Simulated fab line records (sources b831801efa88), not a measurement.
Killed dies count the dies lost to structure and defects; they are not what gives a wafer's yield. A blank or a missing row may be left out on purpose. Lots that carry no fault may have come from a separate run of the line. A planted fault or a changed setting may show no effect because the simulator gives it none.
What tool caused it? || flow gf180mcu || 11 lots with 33 wafers sampled at 3 steps, on a route of 602 steps

== WHAT EACH GAUGE READ, for each wafer ==
GF_M3_THK_MEAS_06: measures by xrf. Usual: M3_ALCU_THK 451 nm, standard deviation 7.7.
{"lot": "L793", "measured": "day 19 19:31", "on": "film-metro-02", "M3_ALCU_THK (nm)": "454 452 455", "flag": ""}
{"lot": "L794", "measured": "day 21 04:51", "on": "film-metro-03", "M3_ALCU_THK (nm)": "453 460 465", "flag": ""}
{"lot": "L799", "measured": "day 23 07:25", "on": "film-metro-01", "M3_ALCU_THK (nm)": "441 440 453", "flag": ""}
{"lot": "L801", "measured": "day 23 18:41", "on": "film-metro-03", "M3_ALCU_THK (nm)": "447 453 455", "flag": ""}
{"lot": "L803", "measured": "day 24 15:34", "on": "film-metro-03", "M3_ALCU_THK (nm)": "465 454 455", "flag": ""}
{"lot": "L806", "measured": "day 25 02:12", "on": "film-metro-01", "M3_ALCU_THK (nm)": "436 447 442", "flag": ""}
{"lot": "L805", "measured": "day 25 05:22", "on": "film-metro-01", "M3_ALCU_THK (nm)": "436 444 449", "flag": ""}
{"lot": "L807", "measured": "day 25 21:04", "on": "film-metro-02", "M3_ALCU_THK (nm)": "452 448 455", "flag": ""}
{"lot": "L808", "measured": "day 26 06:45", "on": "film-metro-02", "M3_ALCU_THK (nm)": "448 443 441", "flag": ""}
{"lot": "L813", "measured": "day 27 07:44", "on": "film-metro-03", "M3_ALCU_THK (nm)": "458 460 459", "flag": ""}
{"lot": "L814", "measured": "day 27 18:05", "on": "film-metro-02", "M3_ALCU_THK (nm)": "451 449 453", "flag": ""}

== TOOL THAT RAN EACH LOT (tool first, then ch and the chambers of the sampled wafers, then the start) ==
{"lot": "L793", "GF_V2_STRIP_18": "plasma-asher-03 ch 0,1, day 19 17:58", "GF_M3_SPUTTER_04": "pvd-sputter-01, day 19 19:22"}
{"lot": "L794", "GF_V2_STRIP_18": "plasma-asher-01 ch 0,1, day 21 03:16", "GF_M3_SPUTTER_04": "pvd-sputter-03, day 21 04:41"}
{"lot": "L799", "GF_V2_STRIP_18": "plasma-asher-01 ch 0,1, day 23 05:49", "GF_M3_SPUTTER_04": "pvd-sputter-01, day 23 07:16"}
{"lot": "L801", "GF_V2_STRIP_18": "plasma-asher-04 ch 0,1, day 23 17:06", "GF_M3_SPUTTER_04": "pvd-sputter-01, day 23 18:31"}
{"lot": "L803", "GF_V2_STRIP_18": "plasma-asher-03 ch 0,1, day 24 13:56", "GF_M3_SPUTTER_04": "pvd-sputter-01, day 24 15:23"}
{"lot": "L806", "GF_V2_STRIP_18": "plasma-asher-01 ch 0,1, day 25 00:34", "GF_M3_SPUTTER_04": "pvd-sputter-03, day 25 02:02"}
{"lot": "L805", "GF_V2_STRIP_18": "plasma-asher-03 ch 0,1, day 25 03:45", "GF_M3_SPUTTER_04": "pvd-sputter-01, day 25 05:10"}
{"lot": "L807", "GF_V2_STRIP_18": "plasma-asher-04 ch 0, day 25 19:28", "GF_M3_SPUTTER_04": "pvd-sputter-02, day 25 20:54"}
{"lot": "L808", "GF_V2_STRIP_18": "plasma-asher-01 ch 0,1, day 26 05:10", "GF_M3_SPUTTER_04": "pvd-sputter-01, day 26 06:35"}
{"lot": "L813", "GF_V2_STRIP_18": "plasma-asher-04 ch 0,1, day 27 06:07", "GF_M3_SPUTTER_04": "pvd-sputter-01, day 27 07:35"}
{"lot": "L814", "GF_V2_STRIP_18": "plasma-asher-04 ch 0,1, day 27 16:25", "GF_M3_SPUTTER_04": "pvd-sputter-01, day 27 17:55"}
- GF_V2_STRIP_18: strips in O2/N2.
- GF_M3_SPUTTER_04: material TiN, target thk 50 nm, time 41.7 s.

== AS READ BY THE TOOLS THEMSELVES (means over the sampled wafers that have a number; for cases with no such wafer, the mark the record gives instead) ==
GF_V2_STRIP_18. Usual: drypump-motor-current-A 6.2 A, standard deviation 0.47; heater-power-w 345 W, standard deviation 29; n2-flow-sccm 299.9 sccm, standard deviation 0.96; oes-product-au 0.591 a.u., standard deviation 0.0052.
{"lot": "L793", "tool": "plasma-asher-03", "drypump-motor-current-A (A)": 6.6, "heater-power-w (W)": 333, "n2-flow-sccm (sccm)": 299.3, "oes-product-au (a.u.)": 0.593, "flag": ""}
{"lot": "L794", "tool": "plasma-asher-01", "drypump-motor-current-A (A)": 6.2, "heater-power-w (W)": 331, "n2-flow-sccm (sccm)": 300.9, "oes-product-au (a.u.)": 0.592, "flag": ""}
{"lot": "L799", "tool": "plasma-asher-01", "drypump-motor-current-A (A)": 6.2, "heater-power-w (W)": 329, "n2-flow-sccm (sccm)": 299.1, "oes-product-au (a.u.)": 0.586, "flag": ""}
{"lot": "L801", "tool": "plasma-asher-04", "drypump-motor-current-A (A)": 6.0, "heater-power-w (W)": 370, "n2-flow-sccm (sccm)": 300.5, "oes-product-au (a.u.)": 0.596, "flag": ""}
{"lot": "L803", "tool": "plasma-asher-03", "drypump-motor-current-A (A)": 6.7, "heater-power-w (W)": 325, "n2-flow-sccm (sccm)": 299.5, "oes-product-au (a.u.)": 0.593, "flag": ""}
{"lot": "L806", "tool": "plasma-asher-01", "drypump-motor-current-A (A)": 6.3, "heater-power-w (W)": 340, "n2-flow-sccm (sccm)": 300.0, "oes-product-au (a.u.)": 0.597, "flag": ""}
{"lot": "L805", "tool": "plasma-asher-03", "drypump-motor-current-A (A)": 6.6, "heater-power-w (W)": 325, "n2-flow-sccm (sccm)": 300.2, "oes-product-au (a.u.)": 0.593, "flag": ""}
{"lot": "L807", "tool": "plasma-asher-04", "drypump-motor-current-A (A)": 5.3, "heater-power-w (W)": 331, "n2-flow-sccm (sccm)": 300.4, "oes-product-au (a.u.)": 0.592, "flag": ""}
{"lot": "L808", "tool": "plasma-asher-01", "drypump-motor-current-A (A)": 6.2, "heater-power-w (W)": 340, "n2-flow-sccm (sccm)": 300.1, "oes-product-au (a.u.)": 0.590, "flag": ""}
{"lot": "L813", "tool": "plasma-asher-04", "drypump-motor-current-A (A)": 5.7, "heater-power-w (W)": 344, "n2-flow-sccm (sccm)": 301.2, "oes-product-au (a.u.)": 0.591, "flag": ""}
{"lot": "L814", "tool": "plasma-asher-04", "drypump-motor-current-A (A)": 5.7, "heater-power-w (W)": 351, "n2-flow-sccm (sccm)": 300.1, "oes-product-au (a.u.)": 0.591, "flag": ""}

GF_M3_SPUTTER_04. Usual: 29.8 % for throttle-valve-pct, sd 0.93.
{"lot": "L793", "tool": "pvd-sputter-01", "throttle-valve-pct (%)": 29.9, "flag": ""}
{"lot": "L794", "tool": "pvd-sputter-03", "throttle-valve-pct (%)": 28.7, "flag": ""}
{"lot": "L799", "tool": "pvd-sputter-01", "throttle-valve-pct (%)": 30.0, "flag": ""}
{"lot": "L801", "tool": "pvd-sputter-01", "throttle-valve-pct (%)": 29.2, "flag": ""}
{"lot": "L803", "tool": "pvd-sputter-01", "throttle-valve-pct (%)": 30.0, "flag": ""}
{"lot": "L806", "tool": "pvd-sputter-03", "throttle-valve-pct (%)": 29.4, "flag": ""}
{"lot": "L805", "tool": "pvd-sputter-01", "throttle-valve-pct (%)": 29.5, "flag": ""}
{"lot": "L807", "tool": "pvd-sputter-02", "throttle-valve-pct (%)": 29.9, "flag": ""}
{"lot": "L808", "tool": "pvd-sputter-01", "throttle-valve-pct (%)": 30.1, "flag": ""}
{"lot": "L813", "tool": "pvd-sputter-01", "throttle-valve-pct (%)": 29.9, "flag": ""}
{"lot": "L814", "tool": "pvd-sputter-01", "throttle-valve-pct (%)": 29.8, "flag": ""}

== THE ANSWER, worked out from the rows above alone ==
Rule: take the mean of a lot's wafers that have a number; if it is more than 3 standard deviations from the usual mean, the lot is off. Also off: a lot with no number at a reading for which 4 or more lots have one. All remaining lots with rows at the step are treated as sound. First the gauges in route order, then the tools' own readings, where a lot's mean is used as printed above. At the first step where some lot is off, the reading lying furthest off is the one used; lots without a number count as furthest.
Nothing can be told from this: no lot is off at any reading shown.

== WHAT HAD BEEN PUT IN BY THE SIMULATOR ==
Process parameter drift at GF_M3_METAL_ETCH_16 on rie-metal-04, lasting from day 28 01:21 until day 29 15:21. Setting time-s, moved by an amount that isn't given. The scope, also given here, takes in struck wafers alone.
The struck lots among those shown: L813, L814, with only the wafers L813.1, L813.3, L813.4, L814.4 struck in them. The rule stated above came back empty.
